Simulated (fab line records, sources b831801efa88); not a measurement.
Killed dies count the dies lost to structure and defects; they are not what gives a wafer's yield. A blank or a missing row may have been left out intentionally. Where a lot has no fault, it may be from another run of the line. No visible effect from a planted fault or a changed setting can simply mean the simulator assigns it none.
Which of the tools did it? | flow gf180mcu | 39 wafers from 13 lots sampled at 6 of the route's 602 steps

## WHAT EACH GAUGE READ, for each wafer
GF_STI_THK_MEAS_24. Usual: STI_CVD_23_THK typically reads 647 nm, with standard deviation 7.5.
lot  | measured    | on            | STI_CVD_23_THK (nm) | flag
L530 | day 2 23:34 | film_metro-03 | 642 648 635         |
L533 | day 3 15:05 | film_metro-01 | 650 649 654         |
L534 | day 3 20:25 | film_metro-02 | 642 650 653         |
L535 | day 4 02:08 | film_metro-01 | 651 651 657         |
L538 | day 4 17:52 | film_metro-02 | 647 661 647         |
L539 | day 4 22:01 | film_metro-02 | 629 640 644         |
L541 | day 5 11:47 | film_metro-01 | 642 648 648         |
L543 | day 5 21:58 | film_metro-03 | 657 647 656         |
L545 | day 6 05:55 | film_metro-02 | 647 649 657         |
L546 | day 6 12:47 | film_metro-02 | 659 643 659         |
L547 | day 6 18:23 | film_metro-03 | 627 638 639         |
L548 | day 6 23:38 | film_metro-02 | 643 640 634         |
L549 | day 7 02:40 | film_metro-01 | 636 639 646         |

GF_MVPSD_TW_MEAS_11. Usual: MVPSD_TW typically reads 552, with standard deviation 4.2.
lot  | measured     | on            | MVPSD_TW    | flag
L530 | day 6 00:13  | film_metro-04 | 557 554 557 |
L533 | day 6 17:46  | film_metro-01 | 548 548 546 |
L534 | day 7 00:32  | film_metro-02 | 550 554 550 |
L535 | day 7 05:19  | film_metro-02 | 552 550 552 |
L538 | day 8 00:59  | film_metro-02 | 549 550 550 |
L539 | day 8 04:14  | film_metro-04 | 554 555 555 |
L541 | day 8 22:22  | film_metro-02 | 550 551 551 |
L543 | day 9 10:14  | film_metro-04 | 578 579 584 | OFF
L545 | day 9 18:30  | film_metro-04 | 579 582 578 | OFF
L546 | day 10 01:40 | film_metro-04 | 574 576 572 | OFF
L547 | day 10 09:13 | film_metro-02 | 546 551 541 |
L548 | day 10 14:28 | film_metro-04 | 554 552 554 |
L549 | day 10 20:08 | film_metro-04 | 550 550 552 |

GF_VT_IMPLANT_RS_MEAS_49: measurement is done with a four-point probe. Usual: MVPSD_RS typically reads 1171 ohm/sq, with standard deviation 3.3.
lot  | measured     | on            | MVPSD_RS (ohm/sq) | flag
L530 | day 8 16:13  | film_metro-04 | 1168 1167 1168    |
L533 | day 9 10:58  | film_metro-02 | 1170 1173 1172    |
L534 | day 9 18:58  | film_metro-02 | 1170 1171 1170    |
L535 | day 10 01:27 | film_metro-04 | 1170 1173 1169    |
L538 | day 10 22:15 | film_metro-04 | 1176 1176 1176    |
L539 | day 11 01:44 | film_metro-04 | 1170 1174 1169    |
L541 | day 11 23:41 | film_metro-04 | 1173 1170 1172    |
L543 | day 12 12:16 | film_metro-02 | 1087 1086 1086    | OFF
L545 | day 12 21:47 | film_metro-02 | 1085 1087 1085    | OFF
L546 | day 13 05:13 | film_metro-02 | 1088 1090 1087    | OFF
L547 | day 13 13:20 | film_metro-02 | 1168 1172 1171    |
L548 | day 13 20:04 | film_metro-04 | 1173 1176 1173    |
L549 | day 14 02:52 | film_metro-04 | 1171 1175 1172    |

GF_POLY_GATE_CD_MEAS_18. Usual: 280.4 nm for cd_nm, sd 1.8.
lot  | measured     | on        | cd_nm (nm)        | flag
L530 | day 10 09:41 | cd_sem-01 | 283.6 281.3 279.5 |
L533 | day 11 06:45 | cd_sem-01 | 276.9 283.4 279.6 |
L534 | day 11 15:14 | cd_sem-02 | 279.3 279.9 280.3 |
L535 | day 12 00:35 | cd_sem-01 | 280.5 279.5 278.9 |
L538 | day 12 19:21 | cd_sem-01 | 281.2 277.8 284.4 |
L539 | day 13 04:51 | cd_sem-01 | 282.4 281.3 282.6 |
L541 | day 14 02:10 | cd_sem-02 | 281.5 283.1 282.2 |
L543 | day 14 19:08 | cd_sem-01 | 277.6 278.8 279.5 |
L545 | day 14 23:25 | cd_sem-01 | 284.8 281.9 281.2 |
L546 | day 15 07:52 | cd_sem-02 | 276.9 279.7 282.1 |
L547 | day 15 15:14 | cd_sem-01 | 283.6 278.3 284.9 |
L548 | day 16 01:20 | cd_sem-01 | 276.8 280.0 279.6 |
L549 | day 16 04:29 | cd_sem-02 | 277.7 279.2 278.0 |

GF_HV_LDD_OVL_MEAS_32. Usual: HV_LDD_02_OVL typically reads 0.1 nm, with standard deviation 1.3.
lot  | measured     | on         | HV_LDD_02_OVL (nm) | flag
L530 | day 12 17:47 | overlay-01 | -0.8 0.0 -0.7      |
L533 | day 13 17:16 | overlay-02 | 1.7 2.3 1.4        |
L534 | day 14 03:13 | overlay-01 | 0.3 2.6 -0.4       |
L535 | day 14 12:11 | overlay-01 | -1.4 -2.5 -0.8     |
L538 | day 15 08:58 | overlay-01 | -0.1 -0.4 -1.0     |
L539 | day 15 19:04 | overlay-01 | -1.4 0.5 -0.8      |
L541 | day 16 19:57 | overlay-01 | 1.1 -0.1 1.4       |
L543 | day 17 13:07 | overlay-01 | 0.4 -0.5 2.3       |
L545 | day 17 17:43 | overlay-02 | 0.3 1.3 3.1        |
L546 | day 18 03:15 | overlay-02 | 1.0 0.3 -1.5       |
L547 | day 18 12:20 | overlay-01 | -3.1 -1.4 -0.6     |
L548 | day 18 23:41 | overlay-01 | 1.6 2.2 0.3        |
L549 | day 19 02:14 | overlay-01 | -0.3 -2.3 0.0      |

## EACH LOT AND THE TOOL THAT RAN IT (in order: tool; ch and the chambers of the sampled wafers; start)
lot  | GF_MVPSD_IMPLANT_08
L530 | implanter-02 ch 0, day 5 23:49
L533 | implanter-02 ch 0, day 6 17:22
L534 | implanter-02 ch 0, day 7 00:08
L535 | implanter-03 ch 0, day 7 04:56
L538 | implanter-02 ch 0, day 8 00:37
L539 | implanter-02 ch 0, day 8 03:50
L541 | implanter-02 ch 0, day 8 21:59
L543 | implanter-02 ch 0, day 9 09:50
L545 | implanter-02 ch 0, day 9 18:07
L546 | implanter-02 ch 0, day 10 01:17
L547 | implanter-03 ch 0, day 10 08:49
L548 | implanter-01 ch 0, day 10 14:05
L549 | implanter-01 ch 0, day 10 19:44
- GF_MVPSD_IMPLANT_08

## WHAT THE TOOLS THEMSELVES READ (means of the sampled wafers that have a number; where no wafer has one, the mark that the record gives instead)
GF_MVPSD_IMPLANT_08. Usual: beam_on_s 9.97 s, standard deviation 0.19; dose_ions_cm2 1.4998e+13, standard deviation 1.6e+10; faraday_current_uA 84.9, standard deviation 1.6.
lot  | tool         | beam_on_s (s) | dose_ions_cm2 | faraday_current_uA | flag
L530 | implanter-02 | 10.00         | 1.5002e+13    | 84.7               |
L533 | implanter-02 | 9.99          | 1.4995e+13    | 84.6               |
L534 | implanter-02 | 9.84          | 1.4976e+13    | 85.9               |
L535 | implanter-03 | 10.06         | 1.5008e+13    | 84.2               |
L538 | implanter-02 | 10.09         | 1.5000e+13    | 83.9               |
L539 | implanter-02 | 9.97          | 1.5006e+13    | 84.8               |
L541 | implanter-02 | 10.01         | 1.5010e+13    | 84.6               |
L543 | implanter-02 | 9.98          | 1.7325e+13    | 97.9               | OFF
L545 | implanter-02 | 9.85          | 1.7320e+13    | 99.4               | OFF
L546 | implanter-02 | 9.98          | 1.7330e+13    | 98.0               | OFF
L547 | implanter-03 | 9.96          | 1.4996e+13    | 84.9               |
L548 | implanter-01 | 10.07         | 1.4981e+13    | 84.2               |
L549 | implanter-01 | 10.02         | 1.4981e+13    | 84.6               |

## THE ANSWER, worked out from the rows above alone
Rule: a lot is off if the mean of its wafers that have a number lies more than 3 standard deviations from the usual mean. A lot without any number at a reading at which 4 lots or more have one is off too. Where the step has rows for the other lots, those lots are counted as sound. The gauges are gone through in route order, then the tools' own readings, and for those a lot's mean is taken as printed above. The first step at which some lot is off is used, and at that step the reading that is off furthest; a lot without a number counts as furthest.
Off: at GF_MVPSD_TW_MEAS_11 (MVPSD_TW), L543, L545, L546.
A tool fits if, at a process step before that reading, it ran every lot that is off, and no sound lot after the first of them. The gauges at GF_MVPSD_TW_MEAS_11 aren't tried: what is off there is off at GF_VT_IMPLANT_RS_MEAS_49 too, on other tools, and a gauge's error can't cause that. One candidate fits, namely implanter-02 at GF_MVPSD_IMPLANT_08. A fault onset in the window from L541 (day 8 21:59, its last sound lot) to L543 (day 9 09:50, its first lot off) fits.
The tool's own readings at GF_MVPSD_IMPLANT_08 bear it out: on the lots that are off they differ by more than 5 times the standard deviation of the sound lots' means. dose_ions_cm2 reads 1.7325e+13 there against 1.4996e+13 on the sound lots; faraday_current_uA reads 98.4 there against 84.6 on the sound lots.

## WHAT THE SIMULATOR HAD PUT IN
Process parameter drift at GF_MVPSD_IMPLANT_08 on implanter-02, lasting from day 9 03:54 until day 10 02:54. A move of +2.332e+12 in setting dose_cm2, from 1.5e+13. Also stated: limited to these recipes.
Struck lots among those shown: L543, L545, L546. The rule above found the same.
